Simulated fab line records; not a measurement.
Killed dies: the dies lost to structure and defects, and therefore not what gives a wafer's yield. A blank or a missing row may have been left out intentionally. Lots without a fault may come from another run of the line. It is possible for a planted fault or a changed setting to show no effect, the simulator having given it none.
A single fault, viewed from 2 desks + flow sky130 + each desk has only its own numbers; what lay behind them comes last

== AT THE METROLOGY DESK ==
Lot by lot, what the gauges showed, no matter which tool ran the lot: averages of those sampled wafers that carry a number. If a lot's mean is further than 4 standard deviations from the usual mean, the lot is out of limits and carries the mark OUT (the distance appears in the brackets).
Columns: A = VIA2_W_RS at SKY_VIA2_RS_MEAS_22, usual 0.274 ohm/sq; B = VIA3_W_RS at SKY_VIA3_RS_MEAS_22, usual 0.2944 ohm/sq
| lot  | first seen here | A     | B      |
|------|-----------------|-------|--------|
| L881 | day 38 03:59    | 0.272 | 0.2902 |
| L880 | day 38 04:41    | 0.273 | 0.2927 |
| L879 | day 38 04:54    | 0.272 | 0.2958 |
| L886 | day 38 06:11    | 0.270 | 0.2964 |
| L888 | day 39 03:30    | 0.273 | 0.2965 |
| L890 | day 40 07:26    | 0.274 | 0.2946 |
| L891 | day 40 12:40    | 0.276 | 0.2949 |
| L893 | day 41 09:05    | 0.275 | 0.2928 |
| L900 | day 42 15:48    | 0.277 | 0.2922 |
| L901 | day 42 16:06    | 0.274 | 0.2953 |
| L899 | day 42 16:56    | 0.274 | 0.2898 |
| L902 | day 42 17:54    | 0.273 | 0.2918 |
Finding of this desk: none of the 12 lots has anything out of limits.

== AT THE TOOL OWNER'S DESK: rie-metal-03 ==
The tool's own readings at SKY_METAL1_METAL_ETCH_19 (etches the open film in Cl2/BCl3, stops on SiO2, target depth 360 nm, time 78 s): means of the sampled wafers that have a number, for each lot that ran on this tool. If a lot's mean is further than 4 standard deviations from the usual mean, the lot is out of limits and carries the mark OUT (the distance appears in the brackets).
Columns: A = drypump-motor-current-A at SKY_METAL1_METAL_ETCH_19, usual 5.90 A; B = oes-product-au at SKY_METAL1_METAL_ETCH_19, usual 0.857 a.u.; C = throttle-valve-pct at SKY_METAL1_METAL_ETCH_19, usual 22.264 %
| lot  | first seen here | A    | B     | C      |
|------|-----------------|------|-------|--------|
| L880 | day 34 02:46    | 5.66 | 0.861 | 22.264 |
| L886 | day 34 19:52    | 5.66 | 0.857 | 22.266 |
| L888 | day 35 18:02    | 5.97 | 0.861 | 22.261 |
| L890 | day 36 22:25    | 5.67 | 0.855 | 22.259 |
| L900 | day 39 08:23    | 5.66 | 0.853 | 22.257 |
| L899 | day 39 10:08    | 5.66 | 0.862 | 22.266 |
Finding of this desk: none of the 6 lots has anything out of limits.

== BROUGHT TOGETHER ==
From the metrology desk's view, nothing was out of limits.
Nothing out of limits was seen by the tool owner's desk.

== WHAT HAD BEEN PUT IN BY THE SIMULATOR ==
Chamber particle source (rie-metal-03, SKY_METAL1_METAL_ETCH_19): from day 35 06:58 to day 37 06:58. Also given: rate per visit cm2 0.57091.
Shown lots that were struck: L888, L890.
